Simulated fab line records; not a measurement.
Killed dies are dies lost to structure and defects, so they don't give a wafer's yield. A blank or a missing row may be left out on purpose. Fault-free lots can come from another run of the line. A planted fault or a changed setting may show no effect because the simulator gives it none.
What tool caused it? | flow gf180mcu | Sampling: 12 lots, 36 wafers, 6 of 602 route steps

## WHAT EACH GAUGE READ, for each wafer
GF_STI_THK_MEAS_04. Usual: STI_CVD_03_THK gives 207.4 nm (standard deviation 1.7).
lot  | measured    | on            | STI_CVD_03_THK (nm) | flag
L124 | day 1 14:10 | film metro-03 | 208.5 206.4 209.4   |
L125 | day 1 18:34 | film metro-01 | 204.4 204.1 205.7   |
L126 | day 1 23:34 | film metro-02 | 208.2 207.7 208.3   |
L129 | day 2 14:34 | film metro-02 | 205.3 205.2 204.8   |
L131 | day 3 00:34 | film metro-01 | 209.1 210.4 211.3   |
L135 | day 3 21:17 | film metro-03 | 206.5 207.2 207.2   |
L138 | day 4 11:34 | film metro-02 | 219.7 219.9 217.5   | OFF
L141 | day 5 03:00 | film metro-01 | 209.6 210.1 208.3   |
L142 | day 5 08:10 | film metro-01 | 209.1 207.3 208.8   |
L143 | day 5 12:34 | film metro-02 | 206.5 206.3 207.7   |
L145 | day 5 22:34 | film metro-02 | 205.5 205.6 205.4   |
L147 | day 6 09:49 | film metro-03 | 207.4 207.8 208.0   |

GF_POLY_GATE_OVL_MEAS_11. Usual: POLY_GATE_OVL gives -3 nm (standard deviation 5).
lot  | measured     | on         | POLY_GATE_OVL (nm) | flag
L124 | day 9 05:37  | overlay-02 | -4 5 -2            |
L125 | day 9 09:37  | overlay-01 | -4 -7 1            |
L126 | day 9 19:46  | overlay-01 | -6 -10 -11         |
L129 | day 10 18:13 | overlay-01 | -10 -4 -8          |
L131 | day 11 07:23 | overlay-02 | -3 9 -2            |
L135 | day 12 12:40 | overlay-02 | -10 1 -2           |
L138 | day 13 08:13 | overlay-02 | -1 -5 -1           |
L141 | day 14 04:43 | overlay-01 | 1 -6 -4            |
L142 | day 14 11:01 | overlay-01 | -7 -4 -15          |
L143 | day 14 20:25 | overlay-01 | -7 0 -2            |
L145 | day 15 15:10 | overlay-02 | -8 -5 -10          |
L147 | day 16 01:28 | overlay-01 | 1 -3 -2            |

GF_HV_LDD_CD_MEAS_07: target cd 400 nm. Usual: cd nm reads 400.7 nm (standard deviation 2.5).
lot  | measured     | on        | cd nm (nm)        | flag
L124 | day 10 00:28 | cd sem-01 | 399.1 397.6 399.8 |
L125 | day 10 04:08 | cd sem-02 | 400.0 400.8 400.7 |
L126 | day 10 15:40 | cd sem-02 | 404.6 404.0 402.7 |
L129 | day 11 14:07 | cd sem-01 | 400.2 398.2 400.3 |
L131 | day 12 04:17 | cd sem-02 | 398.5 396.6 397.9 |
L135 | day 13 10:04 | cd sem-02 | 399.7 400.8 400.4 |
L138 | day 14 05:49 | cd sem-01 | 400.5 398.8 399.8 |
L141 | day 15 03:28 | cd sem-02 | 400.0 400.8 398.8 |
L142 | day 15 10:40 | cd sem-02 | 400.4 402.9 399.9 |
L143 | day 15 19:22 | cd sem-01 | 399.6 397.4 399.2 |
L145 | day 16 14:30 | cd sem-01 | 405.7 407.2 407.7 |
L147 | day 17 01:26 | cd sem-01 | 400.5 397.4 401.7 |

## EACH LOT AND THE TOOL THAT RAN IT (in order: tool; ch and the chambers of the sampled wafers; start)
lot  | GF_STI_CVD_03              | GF_STI_ETCH_13                    | GF_DNWELL_STRIP_08
L124 | lpcvd-01 ch 1, day 1 12:11 | rie diel-03 ch 1,2, day 2 01:40   | plasma asher-04 ch 0,1, day 2 19:28
L125 | lpcvd-01 ch 1, day 1 16:34 | rie diel-04 ch 0,1,3, day 2 06:31 | plasma asher-03 ch 0,1, day 2 23:35
L126 | lpcvd-02 ch 0, day 1 21:34 | rie diel-04 ch 0,1,2, day 2 11:31 | plasma asher-03 ch 0,1, day 3 04:47
L129 | lpcvd-02 ch 0, day 2 12:34 | rie diel-04 ch 0,1,2, day 3 02:58 | plasma asher-01 ch 0,1, day 3 22:37
L131 | lpcvd-02 ch 1, day 2 22:34 | rie diel-01 ch 1,2,3, day 3 13:32 | plasma asher-04 ch 0,1, day 4 08:01
L135 | lpcvd-01 ch 1, day 3 19:17 | rie diel-04 ch 0,1,2, day 4 10:25 | plasma asher-03 ch 0,1, day 5 05:41
L138 | lpcvd-01 ch 0, day 4 09:34 | rie diel-03 ch 0,2,3, day 5 01:34 | plasma asher-04 ch 1, day 5 21:34
L141 | lpcvd-01 ch 1, day 5 01:00 | rie diel-03 ch 1,3, day 5 17:07   | plasma asher-01 ch 1, day 6 12:37
L142 | lpcvd-02 ch 1, day 5 06:10 | rie diel-01 ch 1,2,3, day 5 22:31 | plasma asher-03 ch 0,1, day 6 18:35
L143 | lpcvd-02 ch 0, day 5 10:34 | rie diel-03 ch 1,2,3, day 6 03:04 | plasma asher-01 ch 0,1, day 6 23:32
L145 | lpcvd-02 ch 0, day 5 20:34 | rie diel-04 ch 0,2,3, day 6 13:14 | plasma asher-01 ch 0,1, day 7 14:23
L147 | lpcvd-02 ch 1, day 6 06:50 | rie diel-01 ch 0,1, day 7 00:59   | plasma asher-04 ch 0,1, day 7 22:35
- GF_STI_CVD_03: deposits Si3N4 from DCS/NH3, target thk 207.16 nm, time 3551 s.
- GF_STI_ETCH_13: etches the open film in CHF3/O2, stops on Si, target depth 282.31 nm, time 112.9 s.
- GF_DNWELL_STRIP_08: strips in O2/N2.

## AS READ BY THE TOOLS THEMSELVES (means over the sampled wafers that have a number; for cases with no such wafer, the mark the record gives instead)
GF_STI_CVD_03. Usual: spike tc centre C reads 770.9 C (standard deviation 1.3).
lot  | tool     | spike tc centre C (C) | flag
L124 | lpcvd-01 | 770.4                 |
L125 | lpcvd-01 | 771.0                 |
L126 | lpcvd-02 | 771.8                 |
L129 | lpcvd-02 | 771.6                 |
L131 | lpcvd-02 | 771.7                 |
L135 | lpcvd-01 | 769.2                 |
L138 | lpcvd-01 | 771.5                 |
L141 | lpcvd-01 | 770.1                 |
L142 | lpcvd-02 | 771.5                 |
L143 | lpcvd-02 | 771.8                 |
L145 | lpcvd-02 | 771.1                 |
L147 | lpcvd-02 | 771.6                 |

GF_STI_ETCH_13. Usual: drypump motor current A 5.6 A, standard deviation 0.32; oes product au 0.834 a.u., standard deviation 0.0058; throttle valve pct 8.811 %, standard deviation 0.01.
lot  | tool        | drypump motor current A (A) | oes product au (a.u.) | throttle valve pct (%) | flag
L124 | rie diel-03 | 5.7                         | 0.838                 | 8.815                  |
L125 | rie diel-04 | 5.4                         | 0.831                 | 8.821                  |
L126 | rie diel-04 | 5.4                         | 0.837                 | 8.818                  |
L129 | rie diel-04 | 5.4                         | 0.826                 | 8.803                  |
L131 | rie diel-01 | 5.9                         | 0.836                 | 8.815                  |
L135 | rie diel-04 | 5.4                         | 0.832                 | 8.808                  |
L138 | rie diel-03 | 5.5                         | 0.862                 | 8.827                  | OFF
L141 | rie diel-03 | 5.9                         | 0.835                 | 8.820                  |
L142 | rie diel-01 | 5.9                         | 0.837                 | 8.816                  |
L143 | rie diel-03 | 5.8                         | 0.833                 | 8.812                  |
L145 | rie diel-04 | 5.5                         | 0.829                 | 8.809                  |
L147 | rie diel-01 | 6.0                         | 0.833                 | 8.802                  |

GF_DNWELL_STRIP_08. Usual: drypump motor current A 6.31 A, standard deviation 0.2; heater power w 351 W, standard deviation 29; n2 flow sccm 300.0 sccm, standard deviation 0.84; oes product au 0.722 a.u., standard deviation 0.0042; strip time to endpoint s 37.03 s, standard deviation 0.086.
lot  | tool            | drypump motor current A (A) | heater power w (W) | n2 flow sccm (sccm) | oes product au (a.u.) | strip time to endpoint s (s) | flag
L124 | plasma asher-04 | 6.29                        | 370                | 299.7               | 0.718                 | 37.03                        |
L125 | plasma asher-03 | 6.15                        | 306                | 300.0               | 0.723                 | 37.16                        |
L126 | plasma asher-03 | 6.13                        | 307                | 300.6               | 0.719                 | 37.03                        |
L129 | plasma asher-01 | 6.55                        | 364                | 300.4               | 0.722                 | 37.22                        |
L131 | plasma asher-04 | 6.30                        | 371                | 299.9               | 0.720                 | 37.15                        |
L135 | plasma asher-03 | 6.13                        | 308                | 299.6               | 0.720                 | 36.89                        |
L138 | plasma asher-04 | 6.32                        | 384                | 300.6               | 0.721                 | 36.97                        |
L141 | plasma asher-01 | 6.52                        | 374                | 300.2               | 0.720                 | 36.96                        |
L142 | plasma asher-03 | 6.13                        | 322                | 300.0               | 0.725                 | 37.01                        |
L143 | plasma asher-01 | 6.55                        | 359                | 300.5               | 0.724                 | 36.99                        |
L145 | plasma asher-01 | 6.56                        | 365                | 300.1               | 0.724                 | 36.99                        |
L147 | plasma asher-04 | 6.29                        | 378                | 300.4               | 0.723                 | 37.07                        |

## THE ANSWER, worked out from the rows above alone
Rule: a lot is off if the mean of its wafers that have a number lies more than 3 standard deviations from the usual mean. Also off: a lot with no number at a reading for which 4 or more lots have one. Any other lot the step has rows for is counted as sound. Order of review: gauges by route order, followed by the tools' own readings, for which a lot's mean as printed above is used. The first step at which some lot is off is used, and at that step the reading that is off furthest; a lot without a number counts as furthest.
Off: L138, seen at GF_STI_THK_MEAS_04 (STI_CVD_03_THK).
If a tool, at a process step before that reading, ran all the lots that are off and no sound lot after the first of them, it fits. The gauges at GF_STI_THK_MEAS_04 aren't tried: what is off there is off at GF_STI_ETCH_13 too, on other tools, and a gauge's error can't cause that. No candidate that was tried fits.

## WHAT THE SIMULATOR PUT IN
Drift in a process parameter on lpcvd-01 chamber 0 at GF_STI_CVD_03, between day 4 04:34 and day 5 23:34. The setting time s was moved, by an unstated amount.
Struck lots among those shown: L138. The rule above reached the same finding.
